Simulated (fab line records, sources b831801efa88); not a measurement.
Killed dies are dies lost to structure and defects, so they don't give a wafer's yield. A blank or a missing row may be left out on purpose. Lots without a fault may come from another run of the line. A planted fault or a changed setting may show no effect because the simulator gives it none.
Which tool did it? | flow gf180mcu | 6 lots, 18 wafers sampled, at 4 steps of a route of 602

WHAT THE GAUGES READ, wafer by wafer
GF_V5_CD_MEAS_14: target cd 260 nm.
lot  | measured     | on        | cd_nm (nm)
L676 | day 28 05:51 | cd_sem-01 | 261.2 260.1 258.9
L679 | day 29 02:25 | cd_sem-02 | 259.3 258.4 258.2
L683 | day 30 06:07 | cd_sem-02 | 262.0 261.9 261.9
L685 | day 30 23:10 | cd_sem-01 | 258.1 259.1 257.7
L688 | day 31 14:25 | cd_sem-01 | 272.3 273.3 272.5
L690 | day 32 06:16 | cd_sem-02 | 267.5 267.5 267.3

WHICH TOOL RAN EACH LOT (tool, then ch and the chambers of the sampled wafers, then the start)
lot  | GF_M3_METAL_ETCH_16               | GF_V5_CVD_02                    | GF_V5_EXPOSE_11
L676 | rie_metal-01 ch 0,1, day 22 13:01 | pecvd-01 ch 1,2, day 27 09:49   | krf_scanner-02 ch 0, day 27 19:59
L679 | rie_metal-03 ch 0,1, day 23 12:38 | pecvd-02 ch 1,2, day 28 05:59   | krf_scanner-02 ch 0, day 28 16:29
L683 | rie_metal-01 ch 0,1, day 24 23:43 | pecvd-02 ch 0,1,2, day 29 11:07 | krf_scanner-01 ch 0, day 29 21:29
L685 | rie_metal-03 ch 0,1, day 25 18:35 | pecvd-01 ch 1,2, day 30 04:47   | krf_scanner-02 ch 0, day 30 14:28
L688 | rie_metal-03 ch 0,1, day 26 12:56 | pecvd-01 ch 0,1,2, day 30 20:35 | krf_scanner-02 ch 0, day 31 05:22
L690 | rie_metal-01 ch 0,1, day 27 09:22 | pecvd-03 ch 0,1,2, day 31 13:28 | krf_scanner-02 ch 0, day 31 22:07
- GF_M3_METAL_ETCH_16: etches the open film in Cl2/BCl3, stops on SiO2, target depth 750.8 nm, time 125.1 s.
- GF_V5_CVD_02: deposits SiO2 from TEOS, target thk 1450 nm, time 163.28 s.
- GF_V5_EXPOSE_11: exposes mask Via5, target cd 260 nm.

THE ANSWER, worked out from the rows above alone
Rule: what is usual is taken from the lots themselves. Put in order of their means at a reading, lots are off if they are a third of the lots or fewer, leave a main group of 4 or more, and stand apart from it by a gap of 3 or more times the standard deviation of the main group's means; of several such gaps the widest counts. A main group whose means are all the same, to the digits that the tables above print for the reading, isn't used. A lot without any number at a reading at which 4 lots or more have one is off too. The other lots that the step has rows for count as sound.
Off: L688, L690, at GF_V5_CD_MEAS_14 (cd_nm). The main group: mean 259.7 nm, standard deviation 1.4.
A tool fits if, at a process step before that reading, it ran every lot that is off, and no sound lot after the first of them. The gauges at GF_V5_CD_MEAS_14 are tried like those tools. One fits: krf_scanner-02 at GF_V5_EXPOSE_11. Its last sound lot is L685 (day 30 14:28), its first lot that is off L688 (day 31 05:22): a fault that began between those two fits.

WHAT THE SIMULATOR HAD PUT IN
Process parameter drift: krf_scanner-02, from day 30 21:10 on, at GF_V5_EXPOSE_11. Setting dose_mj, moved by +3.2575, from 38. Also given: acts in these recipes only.
Lots struck among those shown: L688, L690. The rule above found the same.
